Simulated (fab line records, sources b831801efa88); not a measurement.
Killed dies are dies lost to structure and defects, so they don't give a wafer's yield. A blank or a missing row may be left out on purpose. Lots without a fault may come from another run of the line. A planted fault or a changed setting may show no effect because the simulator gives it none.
fab line records | flow sky130
record lots=6 wafers=18 last_day=50
route steps=708 shown SONOS_ONO@176 GATE_OXIDE@187 POLY_GATE@204 PAD_OPEN@708
lots that met no fault: from a run of the same line without faults
start_h: hours from the record's first day to the start of the lot's first wafer shown | wait_h: hours since the lot's step before | " the same as in the row above | L1.1+2: a row that stands for several wafers | - no value, or no start given | * or withheld: withheld | < > ~ a bound
route shown NAME@n: a module of which the file shows steps, and the number in the route of the first | usual: mean/standard deviation of fault-free wafers | same: alike in all rows | chamber/n: place in a boat | sites: the reading at each site | _std_site: their standard deviation | _edge_site: outer sites' mean less inner sites' | radius_mm: how far each site lies from the wafer's centre | mask NAME#n: copy n | behind: the tool/chamber that last shaped the wafer | hold: why the lot was held/for how many hours/how that ended | device: the transistor (n, p or np) that didn't switch | end of line: the same wafers' tests at the end of the route | a step without rows: its recipe alone | killed: dies lost to structure and defects at the first sort, not the wafer's yield | map: a wafer's dies, x killed, . not, _ none there
set.NAME: the setting as run; set.NAME@STEP: as run at that earlier step | model.NAME: the simulator's own value behind a step, which no gauge read
lots at some steps of the route; a table a step, a row a wafer
services: from which hour (start_h, from the record's first day; less than 0 if before it) a tool's chamber was out of use, for how many hours, and why
## steps
# step SKY_SONOS_ONO_COAT_08
# recipe resist=NOVOLAK spin_rpm=3000 resist_thk_nm=1140
# step SKY_SONOS_ONO_SOFTBAKE_09
# recipe temp_c=90 time_s=60 resist=NOVOLAK
# step SKY_SONOS_ONO_EXPOSE_10
# recipe mask_id=ONOM target_cd_nm=410 na=0.6 source_shape=conventional sigma_outer=0.6 dose_mj=150
# step SKY_SONOS_ONO_PEB_11
# recipe temp_c=withheld time_s=* resist=NOVOLAK
# step SKY_SONOS_ONO_DEVELOP_12
# recipe develop_time_s=60 dev_temp_c=23
# step SKY_SONOS_ONO_CD_MEAS_13
# recipe target_cd_nm=410
# usual cd_nm=410.3/2.1
# columns lot.wafer tool chamber start_h wait_h cd_nm
L212.3 cd_sem-02 - 297.99 0.1 415.0
L212.5 " - " " 414.3
L212.6 " - " " 413.8
L214.1 cd_sem-01 - 303.85 0.1 411.1
L214.4 " - " " 411.7
L214.6 " - " " 410.9
L224.1 cd_sem-02 - 401.80 0.1 411.4
L224.3 " - " " 406.6
L224.6 " - " " 408.2
L225.1 cd_sem-02 - 409.59 0.1 405.9
L225.2 " - " " 407.9
L225.5 " - " " 407.2
L227.1 cd_sem-02 - 416.89 0.1 412.1
L227.3 " - " " 411.7
L227.5 " - " " 411.2
L232.1 cd_sem-01 - 461.81 0.1 410.2
L232.2 " - " " 409.7
L232.6 " - " " 412.3
# step SKY_SONOS_ONO_OVL_MEAS_14
# usual SONOS_ONO_OVL=-0.7/1.4
# columns lot.wafer tool chamber start_h wait_h SONOS_ONO_OVL[nm]
L212.3 overlay-01 - 298.09 0.1 -0.8
L212.5 " - " " -2.7
L212.6 " - " " 0.8
L214.1 overlay-01 - 303.97 0.1 0.1
L214.4 " - " " 0.8
L214.6 " - " " -0.5
L224.1 overlay-02 - 401.92 0.1 -0.7
L224.3 " - " " -1.4
L224.6 " - " " -1.5
L225.1 overlay-02 - 409.71 0.1 0.3
L225.2 " - " " -2.0
L225.5 " - " " -0.8
L227.1 overlay-01 - 417.04 0.1 -3.5
L227.3 " - " " -0.3
L227.5 " - " " -2.5
L232.1 overlay-01 - 461.93 0.1 0.1
L232.2 " - " " -2.2
L232.6 " - " " -1.2
# step SKY_SONOS_ONO_ETCH_15
# recipe target_depth_nm=19.52 chemistry=CHF3/O2 source_w=600 bias_w=200 pressure_mtorr=40 chf3_flow_sccm=50 O2_flow_sccm=5 time_s=7.8
# usual chf3_flow_sccm=50.00/0.14 drypump_motor_current_A=5.8/0.49 oes_product_au=1.000/0.0087 throttle_valve_pct=8.825/0.01
# columns lot.wafer tool chamber start_h wait_h chf3_flow_sccm drypump_motor_current_A oes_product_au rf_hours_counter_h throttle_valve_pct
L212.3 rie_diel-02 1 298.11 0.0 50.05 5.9 1.002 4 8.823
L212.5 " 0 " " 49.88 6.1 0.997 - 8.823
L212.6 " 3 " " 50.16 6.4 1.010 - 8.820
L214.1 rie_diel-03 3 304.01 0.0 49.96 5.1 1.009 74 8.817
L214.4 " 1 " " 49.95 5.6 0.998 - 8.830
L214.6 " 3 " " 50.09 5.1 1.004 - 8.838
L224.1 rie_diel-03 3 401.96 0.0 49.93 5.1 1.002 75 8.831
L224.3 " 1 " " 50.02 5.6 0.988 6 8.806
L224.6 " 3 " " 49.80 5.1 1.002 - 8.833
L225.1 rie_diel-02 2 409.75 0.0 50.16 6.7 0.992 6 8.833
L225.2 " 0 " " 50.12 6.1 0.995 28 8.825
L225.5 " 0 " " 50.12 6.1 0.999 - 8.833
L227.1 rie_diel-03 2 417.07 0.0 49.96 6.0 0.975 32 8.819
L227.3 " 0 " " 50.13 5.3 1.002 2 8.832
L227.5 " 1 " " 49.92 5.6 0.987 - 8.819
L232.1 rie_diel-03 3 461.97 0.0 49.87 5.0 1.008 76 8.817
L232.2 " 1 " " 49.97 5.6 0.983 7 8.828
L232.6 " 3 " " 50.13 5.0 1.005 - 8.823
# step SKY_SONOS_ONO_WET_ETCH_16
# recipe chemistry=dHF target_depth_nm=14 dry=n2_spin target=SiO2 dilution=100:1 temp_c=25 time_s=280
# step SKY_SONOS_ONO_STRIP_17
# recipe chemistry=O2/N2 power_w=1400 pressure_mtorr=1500 platen_temp_c=withheld o2_flow_sccm=3000 n2_flow_sccm=300 overash_fraction=0.5
# usual drypump_motor_current_A=5.6/0.59 oes_product_au=0.710/0.0047 strip_time_to_endpoint_s=14.10/0.045
# columns lot.wafer tool chamber start_h wait_h drypump_motor_current_A oes_product_au rf_hours_counter_h strip_time_to_endpoint_s
L212.3 plasma_asher-03 1 298.25 0.0 4.9 0.707 - 14.07
L212.5 " 1 " " 4.9 0.706 - 14.10
L212.6 " 0 " " 6.2 0.715 - 14.02
L214.1 plasma_asher-03 0 304.13 0.0 6.3 0.716 64 14.12
L214.4 " 0 " " 6.3 0.707 - 14.14
L214.6 " 1 " " 4.9 0.715 - 14.12
L224.1 plasma_asher-01 1 402.07 0.0 5.8 0.710 56 14.07
L224.3 " 0 " " 5.2 0.705 - 14.08
L224.6 " 1 " " 5.8 0.713 - 14.11
L225.1 plasma_asher-02 1 409.85 0.0 4.8 0.716 71 14.15
L225.2 " 0 " " 6.4 0.709 71 14.14
L225.5 " 1 " " 4.9 0.713 - 14.12
L227.1 plasma_asher-03 0 417.18 0.0 6.3 0.713 75 14.15
L227.3 " 0 " " 6.3 0.705 - 14.13
L227.5 " 1 " " 4.9 0.718 - 14.15
L232.1 plasma_asher-01 1 462.08 0.0 5.8 0.711 62 14.16
L232.2 " 0 " " 5.2 0.711 62 14.18
L232.6 " 1 " " 5.8 0.700 - 14.11
# step SKY_SONOS_ONO_WET_ETCH_18
# recipe chemistry=H3PO4 target_depth_nm=15 target=Si3N4 temp_c=160 time_s=172
# step SKY_GATE_OXIDE_CLEAN_00
# recipe chemistry=SC1/SC2 mix=1:4:20 temp_c=70 time_s=150 dry=n2_spin
# step SKY_GATE_OXIDE_OXIDATION_01
# recipe temp_c=900 ambient=O2 stabilise_s=600 purge_s=300 target_thk_a=102.68 ox_time_s=1473
# usual spike_tc_bottom_C=919.3/1.1 spike_tc_centre_C=900.3/1 spike_tc_lower_C=901.0/1.9 spike_tc_top_C=910.7/1 spike_tc_upper_C=900.1/1.1 tube_center_temp_C=900/0.086 tube_center_temp_C_max=902.3/0.41 zone_power_centre_pct=18.07/0.18
# columns lot.wafer tool chamber start_h wait_h spike_tc_bottom_C spike_tc_centre_C spike_tc_lower_C spike_tc_top_C spike_tc_upper_C tube_center_temp_C tube_center_temp_C_max zone_power_centre_pct model.SiO2_of_GATE_OXIDE_OXIDATION_01.thk_nm
L212.3 furnace-02 0 299.50 1.1 920.3 900.7 898.9 910.8 900.1 900.1 902.0 17.78 10.3
L212.5 " 0 " " 917.6 899.7 899.4 910.4 901.0 900.05 902.3 18.00 10
L212.6 " 0 " " 919.0 902.1 899.9 910.5 899.6 899.93 902.1 17.79 10.29
L214.1 furnace-02 0 304.93 0.6 919.0 902.4 902.0 908.8 901.4 900.07 901.8 18.23 10.43
L214.4 " 0 " " 919.4 900.3 902.1 910.3 900.2 899.91 902.6 18.31 10.35
L214.6 " 0 " " 920.0 900.3 897.8 911.2 900.6 900.05 901.8 18.15 10.34
L224.1 furnace-02 0 402.27 0.0 904.9 885.1 887.1 896.4 888.4 886.32 888.8 17.78 9.093
L224.3 " 0 " " 903.2 887.1 885.0 898.2 888.2 886.2 888.5 17.44 8.867
L224.6 " 0 " " 905.2 886.6 885.0 898.5 887.0 886.26 888.5 17.56 9.004
L225.1 furnace-02 0 410.32 0.3 905.7 886.6 885.1 895.9 886.7 886.36 888.6 17.26 8.856
L225.2 " 0 " " 904.4 886.4 887.3 898.3 887.5 886.27 889.0 17.27 8.958
L225.5 " 0 " " 903.7 885.3 884.6 897.6 888.0 886.26 888.3 17.83 8.857
L227.1 furnace-01 0 418.59 1.2 919.1 898.3 903.3 911.8 897.8 899.91 902.4 18.41 10.31
L227.3 " 0 " " 918.4 901.4 901.6 910.4 900.4 899.93 902.6 18.35 10.56
L227.5 " 0 " " 918.9 901.1 903.9 911.5 899.7 899.97 901.9 18.28 10.32
L232.1 furnace-01 0 463.12 0.8 917.5 898.7 902.2 912.0 901.4 899.77 902.1 18.17 10.27
L232.2 " 0 " " 918.5 900.5 902.0 911.0 899.4 899.93 902.1 17.96 10.42
L232.6 " 0 " " 919.3 901.2 901.9 911.0 900.6 900.01 902.2 18.09 10.14
# step SKY_GATE_OXIDE_THK_MEAS_02
# recipe reads=SiO2_of_GATE_OXIDE_OXIDATION_01
# usual GATE_OXIDE_OXIDATION_00_THK=10.27/0.17
# columns lot.wafer tool chamber start_h wait_h hold GATE_OXIDE_OXIDATION_00_THK[nm]
L212.3 film_metro-01 - 300.93 0.0 - 10.28
L212.5 " - " " - 9.99
L212.6 " - " " - 10.27
L214.1 film_metro-01 - 306.34 0.0 - 10.39
L214.4 " - " " - 10.32
L214.6 " - " " - 10.32
L224.1 film_metro-01 - 403.68 0.0 await_dispo/0.2h/release 9.13
L224.3 " - " " await_dispo/0.2h/release 8.79
L224.6 " - " " await_dispo/0.2h/release 9.05
L224.1 film_metro-01 - 403.91 0.2 - 9.10
L224.3 " - " " - 8.85
L224.6 " - " " - 9.00
L225.1 film_metro-03 - 411.73 0.0 await_dispo/0.2h/release 8.87
L225.2 " - " " await_dispo/0.2h/release 9.03
L225.5 " - " " await_dispo/0.2h/release 8.84
L225.1 film_metro-03 - 411.96 0.2 - 8.84
L225.2 " - " " - 8.99
L225.5 " - " " - 8.88
L227.1 film_metro-01 - 419.99 0.0 - 10.31
L227.3 " - " " - 10.53
L227.5 " - " " - 10.33
L232.1 film_metro-03 - 464.53 0.0 - 10.24
L232.2 " - " " - 10.42
L232.6 " - " " - 10.13
# step SKY_GATE_OXIDE_HMDS_04
# recipe prime_time_s=60 prime_temp_c=120
# step SKY_GATE_OXIDE_COAT_05
# recipe resist=NOVOLAK spin_rpm=3000 resist_thk_nm=1140
# step SKY_GATE_OXIDE_SOFTBAKE_06
# recipe temp_c=90 time_s=60 resist=NOVOLAK
# step SKY_GATE_OXIDE_EXPOSE_07
# recipe mask_id=LVOM na=0.6 source_shape=conventional sigma_outer=0.6 polarization=unpolarized target_cd_nm=600 dose_mj=170
# step SKY_GATE_OXIDE_PEB_08
# recipe temp_c=withheld time_s=* resist=NOVOLAK
# step SKY_GATE_OXIDE_DEVELOP_09
# recipe resist=NOVOLAK developer=TMAH develop_time_s=60 dev_temp_c=23
# step SKY_GATE_OXIDE_OVL_MEAS_10
# usual GATE_OXIDE_OVL=0.6/1.3
# columns lot.wafer tool chamber start_h wait_h GATE_OXIDE_OVL[nm]
L212.3 overlay-02 - 324.72 0.1 1.2
L212.5 " - " " 3.5
L212.6 " - " " 1.8
L214.1 overlay-01 - 330.89 0.1 -1.3
L214.4 " - " " -0.4
L214.6 " - " " 0.4
L224.1 overlay-02 - 433.40 0.1 0.8
L224.3 " - " " -0.7
L224.6 " - " " -0.5
L225.1 overlay-02 - 442.24 0.1 -1.8
L225.2 " - " " -0.5
L225.5 " - " " 0.3
L227.1 overlay-02 - 450.69 0.1 0.9
L227.3 " - " " -1.4
L227.5 " - " " 1.4
L232.1 overlay-01 - 495.45 0.1 0.3
L232.2 " - " " 0.8
L232.6 " - " " -0.1
# step SKY_GATE_OXIDE_IMPLANT_11
# recipe species=B energy_kev=10 dose_cm2=2.6e+12 tilt_deg=withheld
# step SKY_GATE_OXIDE_WET_ETCH_12
# recipe chemistry=dHF target_depth_nm=16.8 dry=n2_spin target=SiO2 dilution=100:1 temp_c=25 time_s=336
# step SKY_GATE_OXIDE_STRIP_13
# recipe chemistry=O2/N2 power_w=1400 pressure_mtorr=1500 platen_temp_c=withheld o2_flow_sccm=3000 n2_flow_sccm=300 overash_fraction=0.5
# usual drypump_motor_current_A=5.6/0.47 oes_product_au=0.716/0.0047 strip_time_to_endpoint_s=14.20/0.039
# columns lot.wafer tool chamber start_h wait_h drypump_motor_current_A oes_product_au rf_hours_counter_h strip_time_to_endpoint_s
L212.3 plasma_asher-03 1 325.03 0.0 4.9 0.714 - 14.20
L212.5 " 0 " " 6.3 0.708 - 14.15
L212.6 " 1 " " 4.9 0.714 - 14.15
L214.1 plasma_asher-03 0 331.19 0.0 6.2 0.707 66 14.22
L214.4 " 0 " " 6.3 0.720 - 14.21
L214.6 " 1 " " 4.9 0.712 - 14.21
L224.1 plasma_asher-04 1 433.69 0.0 5.8 0.720 31 14.18
L224.3 " 0 " " 5.5 0.706 - 14.19
L224.6 " 1 " " 5.8 0.716 - 14.19
L225.1 plasma_asher-04 0 442.65 0.0 5.5 0.717 32 14.12
L225.2 " 1 " " 5.8 0.721 32 14.17
L225.5 " 1 " " 5.8 0.710 - 14.16
L227.1 plasma_asher-03 1 451.08 0.0 4.9 0.701 2 14.18
L227.3 " 0 " " 6.3 0.721 - 14.17
L227.5 " 1 " " 4.9 0.712 - 14.19
L232.1 plasma_asher-04 0 495.74 0.0 5.6 0.711 37 14.16
L232.2 " 1 " " 5.8 0.719 37 14.22
L232.6 " 0 " " 5.6 0.710 - 14.17
# step SKY_GATE_OXIDE_TW_MEAS_14
# usual GATE_OXIDE_TW=223.8/1.5
# columns lot.wafer tool chamber start_h wait_h hold GATE_OXIDE_TW
L212.3 film_metro-02 - 325.12 0.1 - 225.9
L212.5 " - " " - 225.9
L212.6 " - " " - 225.6
L214.1 film_metro-01 - 331.29 0.1 - 221.6
L214.4 " - " " - 222.4
L214.6 " - " " - 224.0
L224.1 film_metro-01 - 433.79 0.1 await_dispo/0.2h/release 223.7
L224.3 " - " " await_dispo/0.2h/release 222.0
L224.6 " - " " await_dispo/0.2h/release 223.8
L224.1 film_metro-01 - 434.02 0.2 - 222.8
L224.3 " - " " - 223.1
L224.6 " - " " - 222.6
L225.1 film_metro-02 - 442.75 0.1 await_dispo/0.2h/release 225.5
L225.2 " - " " await_dispo/0.2h/release 225.9
L225.5 " - " " await_dispo/0.2h/release 224.7
L225.1 film_metro-02 - 442.97 0.2 - 224.9
L225.2 " - " " - 225.0
L225.5 " - " " - 227.3
L227.1 film_metro-01 - 451.18 0.1 - 225.3
L227.3 " - " " - 223.4
L227.5 " - " " - 223.1
L232.1 film_metro-03 - 495.84 0.1 - 224.0
L232.2 " - " " - 223.1
L232.6 " - " " - 224.8
# step SKY_GATE_OXIDE_OXIDATION_16
# recipe temp_c=800 ambient=O2 idle_temp_c=700 ramp_up_c_per_min=10 ramp_down_c_per_min=3 stabilise_s=600 purge_s=300 target_thk_a=35.7 ox_time_s=1915
# usual spike_tc_bottom_C=820.3/0.93 spike_tc_centre_C=800.2/1 spike_tc_lower_C=801.9/1.9 spike_tc_top_C=812.9/1 spike_tc_upper_C=799.8/1.2 tube_center_temp_C=800.01/0.075 tube_center_temp_C_max=802.08/0.3 zone_power_centre_pct=14.18/0.14
# columns lot.wafer tool chamber start_h wait_h spike_tc_bottom_C spike_tc_centre_C spike_tc_lower_C spike_tc_top_C spike_tc_upper_C tube_center_temp_C tube_center_temp_C_max zone_power_centre_pct model.SiO2_of_GATE_OXIDE_OXIDATION_01.thk_nm
L212.3 furnace-01 0 325.50 0.3 820.3 801.0 802.3 813.5 797.9 800.04 801.84 14.31 11.63
L212.5 " 0 " " 819.2 801.3 804.1 813.4 800.1 800.12 802.44 14.34 11.36
L212.6 " 0 " " 820.4 798.1 802.6 812.7 801.4 799.9 801.73 14.02 11.6
L214.1 furnace-01 0 332.88 1.5 819.7 799.9 801.3 811.9 799.3 799.98 802.12 14.19 11.73
L214.4 " 0 " " 820.2 800.5 802.9 813.3 797.7 799.99 802.57 14.12 11.63
L214.6 " 0 " " 820.5 799.4 802.4 812.2 798.1 800.16 802.19 13.93 11.63
L224.1 furnace-01 0 435.72 0.0 819.4 801.5 803.6 811.8 797.8 800.01 802.04 14.13 10.59
L224.3 " 0 " " 820.2 799.9 802.6 813.5 800.6 800.03 802.44 14.30 10.35
L224.6 " 0 " " 821.9 802.2 802.5 813.9 800.4 799.89 801.71 14.48 10.46
L225.1 furnace-01 0 445.26 1.0 821.0 800.1 803.2 813.1 799.5 799.95 802.56 14.24 10.37
L225.2 " 0 " " 821.4 800.8 803.6 812.7 800.5 799.84 802.45 14.16 10.45
L225.5 " 0 " " 820.1 802.0 802.3 814.2 801.7 800.06 802.06 14.30 10.34
L227.1 furnace-02 0 451.29 0.0 820.1 799.6 801.2 812.8 802.2 800.08 802.27 14.15 11.7
L227.3 " 0 " " 820.7 801.5 799.8 813.0 800.4 800.09 802.49 14.04 11.92
L227.5 " 0 " " 819.5 799.7 798.4 811.4 800.7 800.16 801.90 14.22 11.69
L232.1 furnace-02 0 495.95 0.0 820.8 800.3 801.0 811.1 800.4 800.09 802.28 14.38 11.62
L232.2 " 0 " " 822.2 798.9 800.1 810.3 800.9 800.14 802.15 14.11 11.77
L232.6 " 0 " " 821.0 800.4 799.2 812.8 800.6 800.04 802.38 14.00 11.52
# step SKY_POLY_GATE_CVD_00
# recipe material=poly-Si target_thk_nm=180 temp_c=620 time_s=720 pressure_mtorr=200
# step SKY_PAD_OPEN_PROBE_99
# usual killed_at_M0_to_M3=43/6.8 killed_at_M4_up=3.2/1.8 killed_at_contacts=24/5.2 killed_at_front_end=15/4.2 killed_at_other=0.4/0.62 killed_dies=85/8.7 killed_open=46/6.7 killed_short=39/5.9
# same gross_dies=492 killed_at_back_side=0
# columns lot.wafer tool chamber start_h wait_h killed_at_M0_to_M3 killed_at_M4_up killed_at_contacts killed_at_front_end killed_at_other killed_dies killed_open killed_short model.etest.nfet_16v.r_on_ohm_um model.etest.pfet_g5v0d10v5.r_on_ohm_um model.etest.tip_sonos.rs_ohm_sq model.etest.nfet_g5v0d10v5.r_on_ohm_um model.etest.nfet_g5v0d10v5.drive_ua_um model.etest.nfet_05v0_nvt.drive_ua_um model.etest.pfet_g5v0d10v5.drive_ua_um model.etest.nfet_16v.drive_ua_um
L212.3 prober-01 - 1082.37 0.2 41 1 31 15 0 88 50 38 1.38e+04 4788 2608 1868 609.5 580 339.8 223.3
L212.5 prober-01 - 1082.47 0.2 46 3 17 21 0 87 48 39 1.372e+04 4746 2548 1871 615.5 584 344 227.9
L212.6 prober-01 - 1082.52 0.2 33 2 20 10 0 65 34 30 1.388e+04 4764 2633 1877 607.4 577.8 341.1 223.7
L214.1 prober-02 - 1091.49 0.1 46 9 16 20 1 92 45 47 1.402e+04 4820 2665 1911 589.8 569.6 334.9 222.2
L214.4 prober-02 - 1091.64 0.2 26 5 26 12 1 70 34 36 1.39e+04 4839 2634 1887 602.1 579.8 334 224.8
L214.6 prober-02 - 1091.74 0.2 52 7 26 18 0 103 48 55 1.38e+04 4784 2687 1891 605 581.5 338.2 224.6
L224.1 prober-02 - 1154.46 0.1 30 5 20 21 0 76 40 36 1.337e+04 4508 2382 1806 660 626.4 371.7 243.2
L224.3 prober-02 - 1154.56 0.2 36 1 22 7 2 68 39 27 1.338e+04 4419 2361 1774 674.5 633.6 378.7 246.6
L224.6 prober-02 - 1154.71 0.2 39 3 23 19 1 85 46 38 1.34e+04 4470 2367 1796 671.8 633.2 373.1 246
L225.1 prober-01 - 1162.77 0.1 43 4 19 12 0 78 45 33 1.36e+04 4496 2418 1778 668.9 625.4 374.4 244
L225.2 prober-01 - 1162.82 0.1 52 4 20 14 0 90 45 45 1.353e+04 4515 2422 1816 660 623.2 370.7 240.7
L225.5 prober-01 - 1162.97 0.2 43 1 18 18 0 80 48 32 1.348e+04 4453 2396 1797 674.7 629.4 371 245
L227.1 prober-01 - 1166.31 0.1 34 3 19 14 0 70 32 38 1.387e+04 4804 2690 1878 603.5 575.3 339.6 222.6
L227.3 prober-01 - 1166.41 0.2 47 2 35 15 0 99 55 44 1.405e+04 4842 2718 1908 590.7 566 335.6 219
L227.5 prober-01 - 1166.51 0.2 46 1 22 14 1 84 53 30 1.389e+04 4755 2690 1870 608.4 577.2 336.9 221.5
L232.1 prober-02 - 1190.63 0.1 51 1 21 9 1 83 44 38 1.413e+04 4851 2641 1906 605.9 574.1 336.2 221.7
L232.2 prober-02 - 1190.68 0.1 50 3 32 14 1 100 52 47 1.419e+04 4918 2642 1901 601.3 570.5 331 219.1
L232.6 prober-02 - 1190.88 0.2 42 4 26 11 0 83 42 39 1.407e+04 4786 2603 1874 610.7 576.2 340.2 222.8
# killed by level:class
L212.3 CONTACT:geometric_particle:open=16 VIA1:geometric_particle:open=7 METAL1:geometric_particle:short=6 METAL2:geometric_particle:short=6 VIA3:geometric_particle:open=6 POLY_GATE:geometric_particle:short=5 POLY_GATE:geometric_particle:open=5 VIA2:geometric_particle:open=5
L212.5 VIA3:geometric_particle:open=11 VIA2:geometric_particle:open=9 CONTACT:geometric_particle:open=9 FIELD_ISO:geometric_particle:short=7 VIA1:geometric_particle:short=7 VIA1:geometric_particle:open=6 POLY_GATE:geometric_particle:short=5 METAL1:geometric_particle:short=4
L212.6 VIA1:geometric_particle:open=8 METAL1:geometric_particle:short=6 FIELD_ISO:geometric_particle:open=5 CONTACT:geometric_particle:open=5 VIA3:geometric_particle:open=5 LI_CONTACT:geometric_particle:open=4 LOCAL_INTERCONNECT:geometric_particle:short=4 METAL2:geometric_particle:short=4
L214.1 VIA3:geometric_particle:open=8 VIA1:geometric_particle:short=7 CONTACT:geometric_particle:open=7 VIA1:geometric_particle:open=7 METAL4:geometric_particle:short=7 POLY_GATE:geometric_particle:open=6 METAL1:geometric_particle:short=6 FIELD_ISO:geometric_particle:open=5
L214.4 CONTACT:geometric_particle:short=9 CONTACT:geometric_particle:open=6 FIELD_ISO:geometric_particle:open=4 FIELD_ISO:geometric_particle:short=4 VIA1:geometric_particle:open=4 LI_CONTACT:geometric_particle:open=4 VIA2:geometric_particle:open=4 LI_CONTACT:geometric_particle:short=3
L214.6 METAL2:geometric_particle:short=11 CONTACT:geometric_particle:open=10 VIA1:geometric_particle:open=8 VIA2:geometric_particle:open=7 VIA3:geometric_particle:open=7 CONTACT:geometric_particle:short=6 VIA1:geometric_particle:short=6 METAL4:geometric_particle:short=6
L224.1 VIA1:geometric_particle:short=8 FIELD_ISO:geometric_particle:open=7 LI_CONTACT:geometric_particle:open=7 CONTACT:geometric_particle:open=7 VIA1:geometric_particle:open=7 VIA2:geometric_particle:open=4 FIELD_ISO:geometric_particle:short=3 POLY_CUT:geometric_particle:short=3
L224.3 LI_CONTACT:geometric_particle:open=9 VIA1:geometric_particle:open=9 VIA2:geometric_particle:open=8 CONTACT:geometric_particle:open=6 CONTACT:geometric_particle:short=4 POLY_GATE:geometric_particle:short=3 VIA1:geometric_particle:short=3 METAL2:geometric_particle:short=3
L224.6 VIA1:geometric_particle:open=8 FIELD_ISO:geometric_particle:open=6 LI_CONTACT:geometric_particle:open=6 CONTACT:geometric_particle:open=6 VIA2:geometric_particle:open=6 LI_CONTACT:geometric_particle:short=5 METAL1:geometric_particle:open=5 VIA1:geometric_particle:short=5
L225.1 VIA1:geometric_particle:open=10 CONTACT:geometric_particle:short=8 VIA3:geometric_particle:open=8 CONTACT:geometric_particle:open=7 METAL2:geometric_particle:short=6 VIA2:geometric_particle:open=5 VIA1:geometric_particle:short=4 FIELD_ISO:geometric_particle:short=3
L225.2 METAL2:geometric_particle:short=11 VIA1:geometric_particle:short=10 VIA1:geometric_particle:open=10 LI_CONTACT:geometric_particle:open=6 FIELD_ISO:geometric_particle:open=5 CONTACT:geometric_particle:open=5 METAL1:geometric_particle:short=4 METAL2:geometric_particle:open=4
L225.5 VIA1:geometric_particle:open=9 VIA3:geometric_particle:open=8 LI_CONTACT:geometric_particle:open=8 CONTACT:geometric_particle:open=6 VIA3:geometric_particle:short=5 FIELD_ISO:geometric_particle:open=4 VIA2:geometric_particle:short=4 FIELD_ISO:geometric_particle:short=3
L227.1 LI_CONTACT:geometric_particle:open=7 VIA2:geometric_particle:open=6 SPACER:geometric_particle:short=5 CONTACT:geometric_particle:short=5 METAL1:geometric_particle:short=5 VIA1:geometric_particle:short=5 POLY_GATE:geometric_particle:short=4 CONTACT:geometric_particle:open=4
L227.3 CONTACT:geometric_particle:open=13 VIA1:geometric_particle:open=12 CONTACT:geometric_particle:short=9 VIA3:geometric_particle:open=8 METAL2:geometric_particle:short=7 LI_CONTACT:geometric_particle:open=6 METAL1:geometric_particle:short=6 VIA2:geometric_particle:open=6
L227.5 VIA1:geometric_particle:open=13 CONTACT:geometric_particle:open=9 VIA2:geometric_particle:open=8 VIA3:geometric_particle:open=7 FIELD_ISO:geometric_particle:short=6 CONTACT:geometric_particle:short=5 LI_CONTACT:geometric_particle:open=4 FIELD_ISO:geometric_particle:open=3
L232.1 VIA1:geometric_particle:open=11 METAL2:geometric_particle:short=9 CONTACT:geometric_particle:open=7 LOCAL_INTERCONNECT:geometric_particle:short=6 VIA1:geometric_particle:short=6 METAL3:geometric_particle:short=6 VIA2:geometric_particle:open=5 VIA3:geometric_particle:open=5
L232.2 VIA1:geometric_particle:open=10 CONTACT:geometric_particle:open=9 METAL2:geometric_particle:short=9 LI_CONTACT:geometric_particle:open=7 VIA2:geometric_particle:open=7 LI_CONTACT:geometric_particle:short=5 LOCAL_INTERCONNECT:geometric_particle:short=5 CONTACT:geometric_particle:short=5
L232.6 CONTACT:geometric_particle:open=9 VIA2:geometric_particle:open=6 LOCAL_INTERCONNECT:geometric_particle:short=6 VIA1:geometric_particle:open=6 METAL2:geometric_particle:short=6 VIA3:geometric_particle:open=6 METAL4:geometric_particle:short=4 LOCAL_INTERCONNECT:geometric_particle:open=4
## services
# columns tool chamber start_h hours kind
furnace-01 - 283.79 5.0 pm
plasma_asher-01 - 284.15 28.1 pm
rie_diel-03 - 286.21 14.6 pm
rie_diel-03 - 307.00 1.7 repair
rie_diel-03 3 307.06 9.5 repair
plasma_asher-04 - 309.93 2.8 pm
rie_diel-03 2 322.48 11.3 repair
rie_diel-03 - 328.23 0.8 repair
plasma_asher-02 - 337.13 1.2 repair
plasma_asher-01 - 359.54 2.6 repair
plasma_asher-01 - 366.70 0.4 repair
rie_diel-03 1 373.79 9.5 repair
furnace-01 - 397.63 3.7 pm
plasma_asher-01 - 407.28 2.8 pm
rie_diel-02 2 412.46 8.1 repair
plasma_asher-03 - 421.28 9.0 pm
plasma_asher-03 0 421.28 9.0 vent_cycle
plasma_asher-03 1 421.28 9.0 vent_cycle
plasma_asher-03 0 430.28 - clean
plasma_asher-03 1 430.28 - clean
rie_diel-02 3 436.49 1.3 repair
furnace-02 - 437.16 5.3 pm
rie_diel-02 2 452.76 2.2 repair
plasma_asher-03 - 489.02 14.6 pm
## key
first_sign step=SKY_GATE_OXIDE_OXIDATION_01 reading=tube_center_temp_C direction=down sigmas=99+ usual=* struck=*
effect step=SKY_GATE_OXIDE_OXIDATION_01 reading=tube_center_temp_C_max direction=down sigmas=33 usual=* struck=*
effect step=SKY_GATE_OXIDE_THK_MEAS_02 reading=visit direction=added
effect step=SKY_GATE_OXIDE_THK_MEAS_02 reading=GATE_OXIDE_OXIDATION_00_THK direction=down sigmas=7.7 usual=10.27 struck=8.95
effect step=SKY_GATE_OXIDE_TW_MEAS_14 reading=visit direction=added
model_effect step=SKY_GATE_OXIDE_OXIDATION_01 value=SiO2_of_GATE_OXIDE_OXIDATION_01.thk_nm without=10.4 struck=8.939
model_effect step=SKY_GATE_OXIDE_OXIDATION_16 value=SiO2_of_GATE_OXIDE_OXIDATION_01.thk_nm without=11.76 struck=10.43
model_effect step=SKY_PAD_OPEN_PROBE_99 value=etest.nfet_16v.r_on_ohm_um without=1.423e+04 struck=1.346e+04
met_at SKY_GATE_OXIDE_OXIDATION_01
struck_wafers L224.1,L224.3,L224.6,L225.1,L225.2,L225.5
tester_left_out L224,L225
onset_between 304.93 402.27
fault kind=process_parameter_drift tool=furnace-02 chamber=- onset_h=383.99 steps=SKY_GATE_OXIDE_OXIDATION_01 channel=temp_c offset=* shape=step end_h=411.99 acts_in=* stated=*
# tester_left_out: of these lots the tester's yield and bins aren't shown, on N5 and GAA mostly nor the transistor test; their killed dies are dies lost to structure and defects alone, not to doping, threshold or leakage, so they don't give the yield
